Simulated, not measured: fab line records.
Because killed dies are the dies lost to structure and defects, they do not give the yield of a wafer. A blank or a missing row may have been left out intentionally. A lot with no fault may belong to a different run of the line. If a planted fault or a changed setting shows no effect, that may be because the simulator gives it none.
Check of tool commonality -- flow gf180mcu -- Sample size 11 lots and 33 wafers

== WHY THIS WAS OPENED ==
GF_STI_THK_MEAS_30, reading STI_OXIDATION_02_THK: flagged on 3 of 11 lots. No-fault wafers: 10.05 nm, standard deviation 0.19.
Rule: a lot is flagged in two cases, either no wafer of it has a number, or all its wafers with numbers fall more than 4 standard deviations from that mean. As for the other lots, they are considered sound.

lot,measured,on,"STI_OXIDATION_02_THK (nm), wafer by wafer",flag
L877,day 2 13:53,film_metro-01,10.03 10.05 10.13,
L876,day 2 13:55,film_metro-03,10.05 9.97 9.96,
L878,day 2 21:24,film_metro-02,9.89 9.81 9.95,
L879,day 3 03:31,film_metro-01,10.12 10.13 10.11,
L882,day 3 14:49,film_metro-02,10.36 10.28 10.25,
L884,day 4 02:47,film_metro-01,10.02 10.03 10.10,
L886,day 4 12:34,film_metro-02,9.79 9.94 10.05,
L887,day 4 17:28,film_metro-03,5.48 5.21 5.32,FLAGGED
L888,day 4 23:13,film_metro-03,5.14 5.37 5.30,FLAGGED
L890,day 5 10:15,film_metro-03,10.28 10.25 10.30,
L892,day 5 15:58,film_metro-01,4.81 4.68 4.74,FLAGGED
Average over the flagged lots: 5.12 nm; offset from the usual -4.93 nm, equal to -26 standard deviations.

== EACH LOT AND THE TOOL IT RAN ON ==
The record holds 1 process step before the reading, out of a route of 602 steps. Each cell gives the tool, then ch followed by the chambers the sampled wafers passed through, then the start.
lot,flag,GF_STI_OXIDATION_29
L877,,"furnace-02 ch 0, day 2 12:29"
L876,,"furnace-02 ch 0, day 2 12:29"
L878,,"furnace-01 ch 0, day 2 19:59"
L879,,"furnace-01 ch 0, day 3 02:07"
L882,,"furnace-01 ch 0, day 3 13:25"
L884,,"furnace-02 ch 0, day 4 01:22"
L886,,"furnace-01 ch 0, day 4 11:10"
L887,FLAGGED,"furnace-01 ch 0, day 4 16:04"
L888,FLAGGED,"furnace-01 ch 0, day 4 21:49"
L890,,"furnace-02 ch 0, day 5 08:50"
L892,FLAGGED,"furnace-01 ch 0, day 5 14:34"
What is done by these steps:
- GF_STI_OXIDATION_29: stabilise 600 s, purge 300 s, target thk 10 nm.
- GF_STI_THK_MEAS_30

== FLAGGED AGAINST TOTAL, ONE TOOL AT A TIME (gauges that did the reading follow at the end) ==
step,tool,lots run,flagged,share of the flagged lots,sound lots run after its first flagged lot
GF_STI_OXIDATION_29,furnace-01,7,3,all,0
GF_STI_OXIDATION_29,furnace-02,4,0,none,-
GF_STI_THK_MEAS_30,film_metro-01,4,1,some,0
GF_STI_THK_MEAS_30,film_metro-02,3,0,none,-
GF_STI_THK_MEAS_30,film_metro-03,4,2,some,1 (L890)

== WHAT IS ALLOWED BY THE TABLE ==
All flagged lots share 1 row of the table, namely furnace-01 at GF_STI_OXIDATION_29.
- furnace-01 at GF_STI_OXIDATION_29: 3 of its 7 lots flagged. Last sound lot L886 at day 4 11:10, first flagged lot L887 at day 4 16:04; a fault beginning in between fits. Its own readings (spike_tc_bottom_C, spike_tc_centre_C, spike_tc_lower_C, spike_tc_top_C, spike_tc_upper_C, tube_center_temp_C, tube_center_temp_C_max, zone_power_bottom_pct, zone_power_top_pct, zone_power_upper_pct) fall more than 4 standard deviations out on all wafers of the flagged lots.
What remains is a single tool, furnace-01 at GF_STI_OXIDATION_29.

== WHAT THE SIMULATOR HAD PUT IN ==
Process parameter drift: furnace-01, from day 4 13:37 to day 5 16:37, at GF_STI_OXIDATION_29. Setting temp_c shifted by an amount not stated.
Shown lots that were struck: L887, L888, L892. The rule above found the same.
